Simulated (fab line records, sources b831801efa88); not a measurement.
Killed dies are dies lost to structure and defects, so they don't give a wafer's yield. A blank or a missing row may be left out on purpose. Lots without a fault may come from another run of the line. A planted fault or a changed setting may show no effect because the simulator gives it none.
fab line records | flow sky130
record lots=6 wafers=18 last_day=50
route steps=708 shown FIELD_ISO@4 PAD_OPEN@708
lots that met no fault: from a run of the same line without faults
start_h: hours from the record's first day to the start of the lot's first wafer shown | wait_h: hours since the lot's step before | " the same as in the row above | L1.1+2: a row that stands for several wafers | - no value, or no start given | * or withheld: withheld | < > ~ a bound
route shown NAME@n: a module of which the file shows steps, and the number in the route of the first | usual: mean/standard deviation of fault-free wafers | same: alike in all rows | chamber/n: place in a boat | sites: the reading at each site | _std_site: their standard deviation | _edge_site: outer sites' mean less inner sites' | radius_mm: how far each site lies from the wafer's centre | mask NAME#n: copy n | behind: the tool/chamber that last shaped the wafer | hold: why the lot was held/for how many hours/how that ended | device: the transistor (n, p or np) that didn't switch | end of line: the same wafers' tests at the end of the route | a step without rows: its recipe alone | killed: dies lost to structure and defects at the first sort, not the wafer's yield | map: a wafer's dies, x killed, . not, _ none there
set.NAME: the setting as run; set.NAME@STEP: as run at that earlier step | model.NAME: the simulator's own value behind a step, which no gauge read
lots at some steps of the route; a table a step, a row a wafer
services: from which hour (start_h, from the record's first day; less than 0 if before it) a tool's chamber was out of use, for how many hours, and why
## steps
# step SKY_FIELD_ISO_CVD_03
# recipe material=Si3N4 precursor=DCS/NH3 target_thk_nm=165 temp_c=770 time_s=2830 pressure_mtorr=250
# step SKY_FIELD_ISO_THK_MEAS_04
# recipe reads=Si3N4_of_FIELD_ISO_CVD_03
# usual FIELD_ISO_CVD_03_THK=163.9/1.6
# columns lot.wafer tool chamber start_h wait_h FIELD_ISO_CVD_03_THK[nm]
L573.2 film_metro-03 - 53.87 0.0 160.6
L573.3 " - " " 161.0
L573.6 " - " " 161.2
L577.1 film_metro-01 - 68.48 0.0 166.4
L577.2 " - " " 166.5
L577.3 " - " " 166.3
L579.1 film_metro-01 - 78.77 0.0 166.9
L579.3 " - " " 165.1
L579.5 " - " " 166.0
L580.2 film_metro-01 - 85.17 0.0 164.3
L580.3 " - " " 165.7
L580.5 " - " " 165.6
L581.1 film_metro-03 - 88.48 0.0 165.9
L581.5 " - " " 165.9
L581.6 " - " " 165.5
L584.2 film_metro-02 - 104.06 0.0 164.8
L584.4 " - " " 164.3
L584.5 " - " " 165.5
# step SKY_FIELD_ISO_DEHYDRATE_05
# recipe temp_c=200 time_s=60
# step SKY_FIELD_ISO_HMDS_06
# recipe prime_time_s=60 prime_temp_c=120
# step SKY_FIELD_ISO_COAT_07
# recipe resist=BARC temp_c=withheld time_s=withheld spin_rpm=3000 resist_thk_nm=60
# step SKY_FIELD_ISO_COAT_08
# recipe resist=KrF-thick spin_rpm=3000 resist_thk_nm=450
# step SKY_FIELD_ISO_SOFTBAKE_09
# recipe temp_c=100 time_s=90 resist=KrF-thick
# step SKY_FIELD_ISO_EXPOSE_10
# recipe mask_id=FOM na=0.68 source_shape=annular sigma_inner=0.4 sigma_outer=0.8 target_cd_nm=150 dose_mj=28
# step SKY_FIELD_ISO_PEB_11
# recipe peb_temp_c=withheld peb_time_s=withheld resist=KrF-thick
# step SKY_FIELD_ISO_DEVELOP_12
# recipe develop_time_s=60 resist=KrF-thick dev_temp_c=21
# step SKY_FIELD_ISO_CD_MEAS_13
# recipe target_cd_nm=150
# usual cd_nm=150.1/1.6
# columns lot.wafer tool chamber start_h wait_h cd_nm
L573.2 cd_sem-02 - 70.17 - 149.2
L573.3 " - " " 149.4
L573.6 " - " " 150.6
L577.1 cd_sem-01 - 86.15 - 150.8
L577.2 " - " " 151.9
L577.3 " - " " 151.3
L579.1 cd_sem-01 - 96.65 - 148.3
L579.3 " - " " 149.1
L579.5 " - " " 148.5
L580.2 cd_sem-01 - 103.02 - 150.1
L580.3 " - " " 149.6
L580.5 " - " " 149.8
L581.1 cd_sem-01 - 105.95 - 153.0
L581.5 " - " " 153.0
L581.6 " - " " 154.5
L584.2 cd_sem-01 - 123.32 - 150.9
L584.4 " - " " 148.5
L584.5 " - " " 149.6
# step SKY_FIELD_ISO_ETCH_14
# recipe chemistry=N2/H2 target=BARC ion_energy_ev=200 source_w=500 bias_w=100 pressure_mtorr=30 n2_flow_sccm=100 h2_flow_sccm=200 stop_on=SiO2 time_s=45.9 target_depth_a=600
# usual bias_w=100.0/0.33 drypump_motor_current_A=5.8/0.42 n2_flow_sccm=100.02/0.26 oes_product_au=0.854/0.0046 throttle_valve_pct=13.225/0.0092
# same time_s=45.9
# columns lot.wafer tool chamber start_h wait_h bias_w drypump_motor_current_A n2_flow_sccm oes_product_au rf_hours_counter_h throttle_valve_pct
L573.2 rie_diel-02 0 70.27 0.1 99.4 5.7 99.95 0.850 4 13.230
L573.3 " 3 " " 99.9 5.6 100.32 0.862 99 13.232
L573.6 " 3 " " 100.0 5.6 99.89 0.863 - 13.220
L577.1 rie_diel-02 2 86.27 0.1 100.1 6.7 100.12 0.853 75 13.226
L577.2 " 0 " " 99.9 5.7 100.32 0.849 4 13.217
L577.3 " 1 " " 100.3 6.6 100.04 0.855 27 13.215
L579.1 rie_diel-02 1 96.77 0.1 99.5 6.6 99.66 0.853 28 13.225
L579.3 " 3 " " 100.4 5.6 99.95 0.858 99 13.246
L579.5 " 0 " " 99.8 5.7 99.99 0.850 - 13.230
L580.2 rie_diel-04 3 103.12 0.1 100.1 5.6 100.19 0.858 3 13.227
L580.3 " 1 " " 99.7 5.8 99.65 0.853 62 13.193
L580.5 " 1 " " 99.8 5.8 99.34 0.851 - 13.227
L581.1 rie_diel-04 0 106.07 0.1 99.5 5.5 100.01 0.853 25 13.216
L581.5 " 3 " " 99.8 5.7 100.14 0.860 - 13.240
L581.6 " 2 " " 99.8 5.5 100.12 0.869 - 13.218
L584.2 rie_diel-01 2 123.42 0.1 99.3 5.3 99.87 0.854 24 13.218
L584.4 " 2 " " 99.8 5.3 100.29 0.855 - 13.225
L584.5 " 3 " " 99.3 5.7 99.61 0.850 - 13.228
# step SKY_FIELD_ISO_ETCH_15
# recipe chemistry=CHF3/O2 target_depth_nm=180 stop_on=Si source_w=600 bias_w=200 pressure_mtorr=40 chf3_flow_sccm=50 O2_flow_sccm=5 time_s=72
# usual bias_w=200.0/0.57 drypump_motor_current_A=5.8/0.43 oes_product_au=0.942/0.0071 throttle_valve_pct=8.843/0.0087
# same time_s=72
# columns lot.wafer tool chamber start_h wait_h bias_w drypump_motor_current_A oes_product_au rf_hours_counter_h throttle_valve_pct
L573.2 rie_diel-02 0 70.32 0.0 199.9 5.7 0.925 4 8.842
L573.3 " 3 " " 200.7 5.6 0.934 99 8.850
L573.6 " 3 " " 201.3 5.6 0.933 - 8.840
L577.1 rie_diel-02 2 86.31 0.0 198.9 6.7 0.943 75 8.840
L577.2 " 0 " " 200.6 5.7 0.950 4 8.848
L577.3 " 1 " " 193.6 6.6 0.946 28 8.864
L579.1 rie_diel-02 1 96.81 0.0 193.4 6.6 0.943 28 8.854
L579.3 " 3 " " 199.4 5.6 0.953 99 8.836
L579.5 " 0 " " 199.5 5.7 0.944 - 8.829
L580.2 rie_diel-04 3 103.17 0.0 200.4 5.7 0.952 3 8.837
L580.3 " 1 " " 200.3 5.8 0.949 62 8.840
L580.5 " 1 " " 199.1 5.8 0.949 - 8.857
L581.1 rie_diel-04 0 106.11 0.0 199.4 5.5 0.949 25 8.845
L581.5 " 3 " " 200.0 5.6 0.943 - 8.842
L581.6 " 2 " " 200.1 5.5 0.939 - 8.838
L584.2 rie_diel-01 2 123.46 0.0 199.7 5.2 0.942 24 8.855
L584.4 " 2 " " 201.1 5.3 0.946 - 8.823
L584.5 " 3 " " 199.4 5.7 0.948 - 8.850
# step SKY_FIELD_ISO_STRIP_16
# recipe chemistry=O2/N2 power_w=1419 pressure_mtorr=1500 platen_temp_c=withheld o2_flow_sccm=3000 n2_flow_sccm=300 overash_fraction=0.5
# usual drypump_motor_current_A=5.6/0.34 n2_flow_sccm=300.1/0.99 oes_product_au=0.377/0.0043 strip_time_to_endpoint_s=3.49/0.035
# columns lot.wafer tool chamber start_h wait_h drypump_motor_current_A n2_flow_sccm oes_product_au rf_hours_counter_h strip_time_to_endpoint_s
L573.2 plasma_asher-01 1 70.37 0.0 5.7 299.8 0.380 37 3.51
L573.3 " 1 " " 5.7 301.0 0.383 - 3.50
L573.6 " 0 " " 5.0 299.7 0.386 - 3.49
L577.1 plasma_asher-03 1 86.37 0.0 5.6 302.2 0.366 26 3.51
L577.2 " 0 " " 5.7 301.2 0.378 26 3.52
L577.3 " 0 " " 5.7 300.7 0.383 - 3.55
L579.1 plasma_asher-03 1 96.87 0.0 5.6 297.9 0.385 27 3.55
L579.3 " 0 " " 5.7 301.2 0.379 - 3.50
L579.5 " 1 " " 5.6 299.7 0.374 - 3.51
L580.2 plasma_asher-03 0 103.22 0.0 5.7 298.9 0.380 27 3.45
L580.3 " 1 " " 5.6 299.1 0.388 - 3.49
L580.5 " 1 " " 5.6 298.3 0.375 - 3.49
L581.1 plasma_asher-04 0 106.17 0.0 6.2 300.5 0.384 41 3.51
L581.5 " 0 " " 6.1 301.7 0.377 - 3.50
L581.6 " 1 " " 5.7 301.0 0.370 - 3.50
L584.2 plasma_asher-01 1 123.52 0.0 5.7 300.2 0.381 43 3.47
L584.4 " 1 " " 5.7 299.8 0.371 - 3.48
L584.5 " 1 " " 5.7 299.7 0.371 - 3.45
# step SKY_PAD_OPEN_PROBE_99
# usual killed_at_M0_to_M3=43/7.5 killed_at_M4_up=3.2/1.9 killed_at_contacts=24/5.6 killed_at_front_end=15/4.8 killed_at_other=0.2/0.54 killed_dies=86/11 killed_on_rim=17/3.6 killed_open=47/7.6 killed_short=39/7.1
# same gross_dies=492 killed_at_back_side=0
# columns lot.wafer tool chamber start_h wait_h killed_at_M0_to_M3 killed_at_M4_up killed_at_contacts killed_at_front_end killed_at_other killed_dies killed_on_rim killed_open killed_short
L573.2 prober-01 - 1144.53 0.1 30 2 33 14 0 79 17 40 39
L573.3 prober-01 - 1144.58 0.2 37 4 21 23 0 85 16 50 35
L573.6 prober-01 - 1144.73 0.2 42 6 30 22 0 100 19 49 51
L577.1 prober-01 - 1161.21 0.1 55 1 31 24 0 111 21 59 52
L577.2 prober-01 - 1161.26 0.1 50 3 21 18 1 93 20 45 48
L577.3 prober-01 - 1161.31 0.2 41 2 23 17 0 83 13 51 32
L579.1 prober-02 - 1173.94 0.1 61 2 28 12 0 103 20 53 50
L579.3 prober-02 - 1174.04 0.2 37 2 31 14 0 84 22 41 43
L579.5 prober-02 - 1174.14 0.2 39 2 22 17 0 80 10 38 42
L580.2 prober-02 - 1177.59 0.1 28 5 24 11 0 68 14 34 34
L580.3 prober-02 - 1177.64 0.2 38 1 21 17 1 78 13 33 45
L580.5 prober-02 - 1177.74 0.2 39 6 19 18 0 82 13 42 40
L581.1 prober-01 - 1180.75 0.1 51 1 22 11 0 85 17 45 40
L581.5 prober-01 - 1180.95 0.2 63 3 32 13 0 111 22 64 47
L581.6 prober-01 - 1181.00 0.2 60 2 26 10 0 98 17 48 50
L584.2 prober-02 - 1193.16 0.1 36 2 32 22 0 92 19 36 56
L584.4 prober-02 - 1193.26 0.2 34 5 36 17 0 92 26 54 38
L584.5 prober-02 - 1193.31 0.2 41 2 25 24 2 94 18 46 48
# killed by level:class
L573.2 CONTACT:geometric_particle:open=15 METAL1:geometric_particle:short=6 FIELD_ISO:geometric_particle:short=5 VIA3:geometric_particle:open=5 VIA1:geometric_particle:open=5 POLY_GATE:geometric_particle:short=4 LI_CONTACT:geometric_particle:short=4 LI_CONTACT:geometric_particle:open=4
L573.3 FIELD_ISO:geometric_particle:short=8 CONTACT:geometric_particle:open=7 VIA1:geometric_particle:open=7 VIA2:geometric_particle:open=7 VIA3:geometric_particle:open=7 CONTACT:geometric_particle:short=6 POLY_GATE:geometric_particle:open=6 FIELD_ISO:geometric_particle:open=4
L573.6 LOCAL_INTERCONNECT:geometric_particle:short=9 CONTACT:geometric_particle:open=9 VIA1:geometric_particle:open=9 POLY_GATE:geometric_particle:short=7 VIA1:geometric_particle:short=7 VIA3:geometric_particle:open=6 POLY_GATE:geometric_particle:open=5 LI_CONTACT:geometric_particle:open=5
L577.1 VIA1:geometric_particle:open=13 VIA2:geometric_particle:open=9 LI_CONTACT:geometric_particle:open=8 FIELD_ISO:geometric_particle:open=7 POLY_GATE:geometric_particle:short=7 CONTACT:geometric_particle:short=7 CONTACT:geometric_particle:open=7 LI_CONTACT:geometric_particle:short=6
L577.2 VIA1:geometric_particle:open=11 METAL1:geometric_particle:short=9 CONTACT:geometric_particle:open=8 VIA2:geometric_particle:open=8 VIA3:geometric_particle:open=7 FIELD_ISO:geometric_particle:short=6 FIELD_ISO:geometric_particle:open=6 CONTACT:geometric_particle:short=6
L577.3 LI_CONTACT:geometric_particle:open=9 CONTACT:geometric_particle:open=8 VIA1:geometric_particle:open=8 FIELD_ISO:geometric_particle:open=6 METAL1:geometric_particle:short=6 VIA1:geometric_particle:short=5 CONTACT:geometric_particle:short=4 METAL2:geometric_particle:short=4
L579.1 CONTACT:geometric_particle:open=14 VIA1:geometric_particle:open=10 VIA2:geometric_particle:open=9 METAL1:geometric_particle:short=7 METAL2:geometric_particle:short=7 VIA3:geometric_particle:open=6 VIA2:geometric_particle:short=6 LI_CONTACT:geometric_particle:short=5
L579.3 CONTACT:geometric_particle:open=13 POLY_GATE:geometric_particle:short=8 VIA1:geometric_particle:open=7 METAL1:geometric_particle:short=6 FIELD_ISO:geometric_particle:open=5 LI_CONTACT:geometric_particle:open=5 LOCAL_INTERCONNECT:geometric_particle:short=5 CONTACT:geometric_particle:short=5
L579.5 VIA1:geometric_particle:open=12 METAL2:geometric_particle:short=9 FIELD_ISO:geometric_particle:short=7 LI_CONTACT:geometric_particle:open=6 CONTACT:geometric_particle:short=6 CONTACT:geometric_particle:open=5 VIA1:geometric_particle:short=4 VIA2:geometric_particle:open=4
L580.2 LOCAL_INTERCONNECT:geometric_particle:short=7 CONTACT:geometric_particle:open=7 VIA1:geometric_particle:open=6 CONTACT:geometric_particle:short=5 METAL1:geometric_particle:short=5 VIA3:geometric_particle:open=5 SPACER:geometric_particle:open=4 POLY_GATE:geometric_particle:open=3
L580.3 LI_CONTACT:geometric_particle:open=11 METAL2:geometric_particle:short=9 POLY_GATE:geometric_particle:short=8 VIA1:geometric_particle:open=6 METAL1:geometric_particle:short=5 LOCAL_INTERCONNECT:geometric_particle:short=4 CONTACT:geometric_particle:open=4 VIA1:geometric_particle:short=4
L580.5 VIA2:geometric_particle:open=9 VIA3:geometric_particle:open=7 POLY_GATE:geometric_particle:open=6 CONTACT:geometric_particle:short=5 CONTACT:geometric_particle:open=5 METAL4:geometric_particle:short=5 METAL2:geometric_particle:short=5 METAL3:geometric_particle:short=5
L581.1 VIA1:geometric_particle:open=12 METAL1:geometric_particle:short=9 LOCAL_INTERCONNECT:geometric_particle:short=6 CONTACT:geometric_particle:open=6 LI_CONTACT:geometric_particle:open=6 VIA2:geometric_particle:open=6 VIA3:geometric_particle:short=6 VIA2:geometric_particle:short=4
L581.5 CONTACT:geometric_particle:open=14 VIA1:geometric_particle:open=13 VIA2:geometric_particle:open=10 VIA3:geometric_particle:open=9 METAL1:geometric_particle:short=7 LI_CONTACT:geometric_particle:open=7 METAL2:geometric_particle:short=5 VIA3:geometric_particle:short=5
L581.6 VIA1:geometric_particle:open=12 LI_CONTACT:geometric_particle:open=8 VIA2:geometric_particle:short=8 METAL2:geometric_particle:short=8 METAL1:geometric_particle:short=7 LOCAL_INTERCONNECT:geometric_particle:short=6 VIA3:geometric_particle:open=6 FIELD_ISO:geometric_particle:open=5
L584.2 CONTACT:geometric_particle:open=11 METAL2:geometric_particle:short=8 FIELD_ISO:geometric_particle:short=7 LI_CONTACT:geometric_particle:open=7 VIA1:geometric_particle:open=7 POLY_GATE:geometric_particle:short=6 LI_CONTACT:geometric_particle:short=5 CONTACT:geometric_particle:short=5
L584.4 CONTACT:geometric_particle:open=12 LI_CONTACT:geometric_particle:open=11 VIA1:geometric_particle:open=9 VIA3:geometric_particle:open=8 VIA1:geometric_particle:short=6 FIELD_ISO:geometric_particle:open=5 LOCAL_INTERCONNECT:geometric_particle:short=5 CONTACT:geometric_particle:short=5
L584.5 CONTACT:geometric_particle:open=8 LI_CONTACT:geometric_particle:open=7 VIA1:geometric_particle:open=7 METAL1:geometric_particle:short=6 POLY_GATE:geometric_particle:open=6 POLY_GATE:geometric_particle:short=6 FIELD_ISO:geometric_particle:open=5 METAL2:geometric_particle:short=5
## services
# columns tool chamber start_h hours kind
plasma_asher-01 - 47.06 0.3 repair
plasma_asher-03 - 66.24 0.5 repair
rie_diel-02 3 74.78 3.2 repair
rie_diel-01 0 87.94 51.5 repair
plasma_asher-03 - 89.54 1.5 repair
rie_diel-04 3 114.64 26.2 repair
## key
first_sign step=SKY_FIELD_ISO_ETCH_15 reading=bias_w direction=down sigmas=11 usual=200.0 struck=193.5
effect none on later readings
met_at SKY_FIELD_ISO_ETCH_15
struck_wafers L577.3,L579.1
tester_left_out L577,L579
fault kind=process_parameter_drift tool=rie_diel-02 chamber=1 onset_h=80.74 steps=SKY_FIELD_ISO_ETCH_15 channel=bias_w offset=-6.9117 shape=step end_h=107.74 acts_in=these_recipes_only stated=200
# tester_left_out: of these lots the tester's yield and bins aren't shown, on N5 and GAA mostly nor the transistor test; their killed dies are dies lost to structure and defects alone, not to doping, threshold or leakage, so they don't give the yield
